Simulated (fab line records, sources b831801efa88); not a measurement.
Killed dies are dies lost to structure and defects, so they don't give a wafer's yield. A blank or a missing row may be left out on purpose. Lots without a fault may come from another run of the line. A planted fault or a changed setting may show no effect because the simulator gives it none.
Chamber matching | flow gf180mcu | GF_STI_ETCH_13 on rie_diel-03: 3 sister chambers
The step etches the open film in CHF3/O2, stops on Si, target depth 282.31 nm, time 112.9 s. 18 wafers are shown with their chamber, then 8 later ones without.

WAFERS WITH THEIR CHAMBER
wafer  | chamber | drypump_motor_current_A (A) | chf3_flow_sccm (sccm) | throttle_valve_pct (%)
L075.1 | 3       | 5.6                         | 50.19                 | 8.804
L075.5 | 0       | 6.4                         | 49.94                 | 8.814
L075.6 | 3       | 5.6                         | 50.10                 | 8.810
L081.2 | 1       | 5.7                         | 50.12                 | 8.827
L081.3 | 3       | 5.5                         | 50.17                 | 8.809
L081.5 | 3       | 5.5                         | 50.07                 | 8.796
L083.1 | 1       | 5.7                         | 50.31                 | 8.812
L083.5 | 1       | 5.7                         | 50.23                 | 8.811
L083.6 | 0       | 6.4                         | 49.78                 | 8.812
L085.1 | 0       | 6.4                         | 49.88                 | 8.800
L085.2 | 1       | 5.8                         | 49.71                 | 8.812
L085.6 | 3       | 5.6                         | 50.08                 | 8.812
L088.2 | 3       | 5.5                         | 50.01                 | 8.813
L088.4 | 0       | 6.4                         | 50.26                 | 8.800
L088.6 | 1       | 5.7                         | 50.09                 | 8.818
L089.2 | 0       | 6.5                         | 49.78                 | 8.823
L089.3 | 1       | 5.8                         | 50.16                 | 8.803
L089.4 | 1       | 5.7                         | 49.95                 | 8.825

SIGNATURES (means of the wafers above)
reading                 | chamber 0 | chamber 1 | chamber 3 | scatter within a chamber
drypump_motor_current_A | 6.420     | 5.729     | 5.550     | 0.0499
chf3_flow_sccm          | 49.9280   | 50.0814   | 50.1033   | 0.167
throttle_valve_pct      | 8.80980   | 8.81543   | 8.80733   | 0.00825
Rule: a wafer's distance from a chamber is the root of the sum, over the readings, of the square of ((its reading less the chamber's mean) divided by the reading's scatter). The wafer belongs to the nearest chamber; if the next one is less than 2 further off, it can't be placed. The scatter: the root of (the sum of the squares of (reading less its chamber's mean) over the shown wafers, divided by (wafers less chambers)).

WAFERS WITHOUT THEIR CHAMBER
wafer  | drypump_motor_current_A (A) | chf3_flow_sccm (sccm) | throttle_valve_pct (%)
L090.3 | 6.4                         | 49.82                 | 8.818
L090.4 | 6.4                         | 49.85                 | 8.803
L090.5 | 5.8                         | 50.20                 | 8.817
L093.2 | 5.7                         | 49.92                 | 8.813
L093.6 | 5.7                         | 50.06                 | 8.810
L097.1 | 6.4                         | 49.87                 | 8.800
L097.2 | 5.7                         | 49.86                 | 8.805
L097.4 | 6.4                         | 49.73                 | 8.800

WHICH CHAMBER EACH WENT THROUGH
wafer  | from the rows above     | in truth
L090.3 | 0                       | 0
L090.4 | 0                       | 0
L090.5 | 1                       | 1
L093.2 | 1                       | 1
L093.6 | 1                       | 1
L097.1 | 0                       | 0
L097.2 | can't be placed: 1 or 3 | 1
L097.4 | 0                       | 0
Placed correctly: 7 of 8. Can't be placed from these rows: 1 (the true chamber is among the candidates in 1). Placed wrongly: 0.
